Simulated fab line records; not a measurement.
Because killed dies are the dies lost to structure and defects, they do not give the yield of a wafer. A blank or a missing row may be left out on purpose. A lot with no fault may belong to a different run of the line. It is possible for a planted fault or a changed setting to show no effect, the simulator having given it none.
Struck lot and sound lot, side by side    flow sky130    15 steps out of a route of 708
Sound: the wafers L788.1, L788.4, L788.5. Wafers struck: L793.1, L793.3, L793.6. The cause comes at the end.
For every step that has rows: the tool of each side, followed by ch and its chambers, followed by its first start. Under that, the readings that differ: sound wafers    struck wafers    difference of the means    sigmas: that difference in standard deviations of wafers without a fault.
alike: same words and numbers on both sides, and readings whose means sit less than 2 such deviations apart. not compared: any withheld reading, any reading some wafer has no value for, any bound like >300 that may hide the same value, and any number with overlapping values for which the record gives no deviation.
A row with sigmas, a row that says differs or no value, or rows on one side alone: a step with any of these is where the two part. Numbers that don't overlap but have no deviation are shown without sigmas and don't part them. A reading that every wafer of one side lacks parts them only if that side has two wafers or more.

first, 4 steps without rows for these wafers: SKY_DNWELL_EXPOSE_04 (exposes mask DNM, target cd 3000 nm); SKY_DNWELL_PEB_05; SKY_DNWELL_DEVELOP_06 (develop time 60 s); SKY_DNWELL_IMPLANT_07.
SKY_DNWELL_STRIP_08: strips in O2/N2.
  sound on plasmaAsher-02 ch 0, day 5 00:25; struck on plasmaAsher-04 ch 0,1, day 6 03:01
  alike: drypumpMotorCurrentA, oesProductAu, stripTimeToEndpointS
  not compared: rfHoursCounterH
SKY_DNWELL_TW_MEAS_09:
  struck on filmMetro-01, day 6 03:07; sound on filmMetro-03, day 5 00:31
  alike: DNWELL_TW
then, 6 steps without rows for these wafers: SKY_PWDE_DEHYDRATE_00 (time 60 s); SKY_PWDE_HMDS_01 (prime time 60 s); SKY_PWDE_COAT_02 (resist thk 3000 nm); SKY_PWDE_SOFTBAKE_03; SKY_PWDE_EXPOSE_04 (exposes mask PWDEM, target cd 840 nm); SKY_PWDE_PEB_05.
SKY_PWDE_DEVELOP_06: develop time 60 s.
  sound on lithoTrack-03 ch 0, day 5 18:00; struck on lithoTrack-03 ch 0, day 6 22:00
reading             sound              struck             difference  sigmas
developerTempC (C)  22.96 23.08 23.08  23.92 23.93 23.93  +0.89       +9
  alike: exhaustPa
SKY_PWDE_OVL_MEAS_07:
  struck on overlay-01, day 6 22:13; sound on overlay-01, day 5 18:28
  alike: PWDE_OVL
-- the record jumps here: 42 days lie between the struck wafers' starts before and after (it left off in module PWDE and takes up again in module PAD_OPEN, whose first step shown is number 708 of the route) --
SKY_PAD_OPEN_PROBE_99:
  struck on prober-02, day 49 03:48; sound on prober-01, day 48 03:38
reading          sound  struck  difference  sigmas
killed_at_M4_up  6 9 5  3 3 2   -4          -2
  alike: killed_at_M0_to_M3, killedAtContacts, killedAtFrontEnd, killedAtOther, killedDies, killedOpen, killedShort

WHERE THEY PART
At SKY_PWDE_DEVELOP_06 first; at SKY_PAD_OPEN_PROBE_99 last (within this record only).

WHY: what the simulator had put in
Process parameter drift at SKY_PWDE_DEVELOP_06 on lithoTrack-03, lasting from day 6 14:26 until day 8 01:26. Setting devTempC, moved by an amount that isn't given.
